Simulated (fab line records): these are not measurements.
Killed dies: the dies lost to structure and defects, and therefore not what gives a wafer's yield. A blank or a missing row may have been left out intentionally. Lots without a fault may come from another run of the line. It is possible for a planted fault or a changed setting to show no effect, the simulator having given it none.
Comparing a struck lot with a sound one + flow sky130 + 15 out of 708 route steps
Sound: these wafers, L935.1, L935.4, L935.6. Struck: wafers L929.2, L929.3. (L929.1 of the same lot was not struck and is left out.) The cause comes at the end.
For every step that has rows: the tool of each side, followed by ch and its chambers, followed by its first start. Under that, the readings that differ: sound wafers + struck wafers + difference of the means + sigmas: that difference in standard deviations of wafers without a fault.
alike: same words and numbers on both sides, and readings whose means sit less than 2 such deviations apart. not compared: any withheld reading, any reading some wafer has no value for, any bound like >300 that may hide the same value, and any number with overlapping values for which the record gives no deviation.
Wherever a step has rows on one side only, a row that says differs or no value, or a row with sigmas, the two part there. Numbers that have no deviation but don't overlap get no sigmas and don't part them. A reading that every wafer of one side lacks parts them only if that side has two wafers or more.

first, 2 steps without rows for these wafers: SKY_CAPM_PEB_10; SKY_CAPM_DEVELOP_11 (develop time 60 s).
SKY_CAPM_OVL_MEAS_12:
  sound on overlay-02 at day 43 04:50; struck on overlay-01 at day 41 12:50
  alike: CAPM_OVL
SKY_CAPM_METAL_ETCH_13: etches TiN in Cl2/BCl3, stops on SiO2, target depth 220 nm, time 62.9 s.
  sound on rie_metal-02 ch 0,1, day 43 04:53; struck on rie_metal-02 ch 0,1, day 41 12:52
  alike: drypump_motor_current_A, oes_product_au, throttle_valve_pct
  not compared: rf_hours_counter_h
SKY_CAPM_STRIP_14: strips in O2/N2.
  sound on plasma_asher-02 ch 0,1, day 43 04:57; struck on plasma_asher-02 ch 0,1, day 41 12:57
  alike: drypump_motor_current_A, oes_product_au, strip_time_to_endpoint_s
  not compared: rf_hours_counter_h
then, 7 steps without rows for these wafers: SKY_CAPM_STRIP_15 (strips in post etch residue remover, time 1200 s); SKY_CAPM_CLEAN_16 (cleans in IPA, time 180 s); SKY_CAPM_CLEAN_17 (cleans in O3/DIW); SKY_METAL3_DEHYDRATE_05 (time 60 s); SKY_METAL3_HMDS_06 (prime time 60 s); SKY_METAL3_COAT_07 (resist thk 60 nm); SKY_METAL3_COAT_08 (resist thk 1140 nm).
SKY_METAL3_SOFTBAKE_09: time 90 s.
  sound on litho_track-04 ch 0, day 43 17:00; struck on litho_track-01 ch 0, day 42 01:00
| reading                  | sound                | struck        | difference | sigmas |
|--------------------------|----------------------|---------------|------------|--------|
| heater_power_total_W (W) | 57.60 57.27 57.50    | 58.49 58.62   | +1.10      | +9     |
| run_length_s (s)         | 119.29 119.31 119.11 | 112.98 112.93 | -6.28      | -24    |
then, 1 step without rows for these wafers: SKY_METAL3_EXPOSE_10 (exposes mask MM3, target cd 300 nm).
-- the record jumps here: 7 days lie between the struck wafers' starts before and after (it left off in module METAL3 and takes up again in module PAD_OPEN, whose first step shown is number 708 of the route) --
SKY_PAD_OPEN_PROBE_99:
  sound on prober-01 at day 50 07:55; struck on prober-02 at day 49 01:25
| reading                 | sound       | struck    | difference | sigmas |
|-------------------------|-------------|-----------|------------|--------|
| killed_at_front_end     | 11 15 9     | 28 21     | +13        | +3     |
| killed_open             | 29 46 37    | 65 47     | +19        | +3     |
| sort_bin_5_function (%) | 7.5 9.6 8.5 | 12.6 11.4 | +3.5       | +2     |
  alike: defect_limited_yield, killed_at_M0_to_M3, killed_at_M4_up, killed_at_contacts, killed_at_other, killed_dies, killed_short, sort_bin_3_pad_short, sort_bin_6_memory, sort_n_pass, sort_yield_pct

== WHERE THEY PART ==
First at SKY_METAL3_SOFTBAKE_09; last, within this record, at SKY_PAD_OPEN_PROBE_99.

WHY: what had been put in by the simulator
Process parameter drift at SKY_METAL3_SOFTBAKE_09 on litho_track-01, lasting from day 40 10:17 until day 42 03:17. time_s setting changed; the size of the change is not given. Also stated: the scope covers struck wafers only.
